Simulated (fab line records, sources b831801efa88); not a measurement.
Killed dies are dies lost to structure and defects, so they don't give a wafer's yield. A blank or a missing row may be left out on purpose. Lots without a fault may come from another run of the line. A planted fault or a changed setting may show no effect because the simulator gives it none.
Problem report in the 8D (eight disciplines) form, filled by code | flow gf180mcu | the parts of the form that need people (team, actions taken, sign-off) are left out

1. THE PROBLEM
MVPSD_TW at GF_MVPSD_TW_MEAS_11 reads a mean of 699 on 6 wafers of 2 lots; wafers without a fault read 551 with a standard deviation of 4.8. That is +31 standard deviations from the usual mean.
First seen on wafer L435.2, day 9 06:55, on film_metro-03. The record holds 39 wafers of 13 lots with a number at this step. Rule for "out", or "out of limits": more than 4 standard deviations from the usual mean. The other wafers with a number count as sound.

2. WHAT IT IS AND WHAT IT IS NOT
question                    | is                     | is not
which readings at this step | MVPSD_TW               | -
which lots                  | L435, L437             | L418, L419, L420, L421, L422, L423, L424, L425, L427, L428, L439
which wafers of those lots  | all that have a number | -
read on which gauges        | film_metro-03          | film_metro-02, film_metro-04
when                        | from day 9 06:55       | up to then (30 sound wafers); but 3 sound wafers of L439 came after

3. SUSPECTS, AND WHAT RULES EACH OUT
Counting: a tool at a process step up to the reading stays a suspect if it ran every lot that is out and no sound lot after the first of them.
- the gauge at GF_MVPSD_TW_MEAS_11: ruled out. All the wafers that are out were read on film_metro-03, but those of them that GF_MVPSD_IMPLANT_09 has rows for are out there too, on other tools.
- implanter-01 at GF_MVPSD_IMPLANT_09: kept. It ran every lot that is out, first L435 (day 9 06:41), and no sound lot after that; its last sound lot up to then is L424 (day 6 12:13). Its own readings are out on those wafers: dose_ions_cm2, faraday_current_uA.
Left after counting: implanter-01 at GF_MVPSD_IMPLANT_09.

4. THE CAUSE (what the simulator had put in)
Process parameter drift: implanter-01, from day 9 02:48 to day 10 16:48, at GF_MVPSD_IMPLANT_09. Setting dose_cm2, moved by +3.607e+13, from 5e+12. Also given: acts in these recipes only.
Counting left only this tool.

5. THE CHAIN OF EFFECTS, in route order
Each row: a reading whose mean over the struck wafers that have a number lies more than 3 standard deviations from the usual. Only readings for which the record gives a usual standard deviation are gone through. hours: the time from each lot's start at the first step in this table that gives one to its start at this step, as a median over the lots. sigmas: the change in usual standard deviations.
hours | step                     | reading            | usual       | on struck wafers | change     | sigmas
0     | GF_MVPSD_IMPLANT_09      | dose_ions_cm2      | 5.001e+12   | 4.107e+13        | +3.607e+13 | +99 or more
0     | GF_MVPSD_IMPLANT_09      | faraday_current_uA | 28.2        | 233.3            | +205.2     | +99 or more
0     | GF_MVPSD_TW_MEAS_11      | MVPSD_TW           | 551         | 699              | +148       | +31
74    | GF_VT_IMPLANT_RS_MEAS_49 | MVPSD_RS           | 1169 ohm/sq | 658              | -511       | -99 or more
The process steps in it:
- GF_MVPSD_IMPLANT_09
Later measuring or inspecting steps at which every struck wafer that the step has a row for has a number for every such reading, and none has moved that far: GF_NSD_CD_MEAS_07, GF_SAB_CD_MEAS_09.

6. WHAT WOULD HAVE CAUGHT IT SOONER
In this record the first reading out of limits at a measuring or inspecting step was taken at day 9 06:55, 4 hours after the fault began at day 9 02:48.
The tool's own readings at GF_MVPSD_IMPLANT_09 were out on every struck wafer that the step has a row for (dose_ions_cm2, faraday_current_uA): an alarm limit on them would have fired on the first of those.
Of the lots that are out (2), L437 began GF_MVPSD_IMPLANT_09 on implanter-01 after day 9 06:55. A hold on the tool at that time would have spared it.
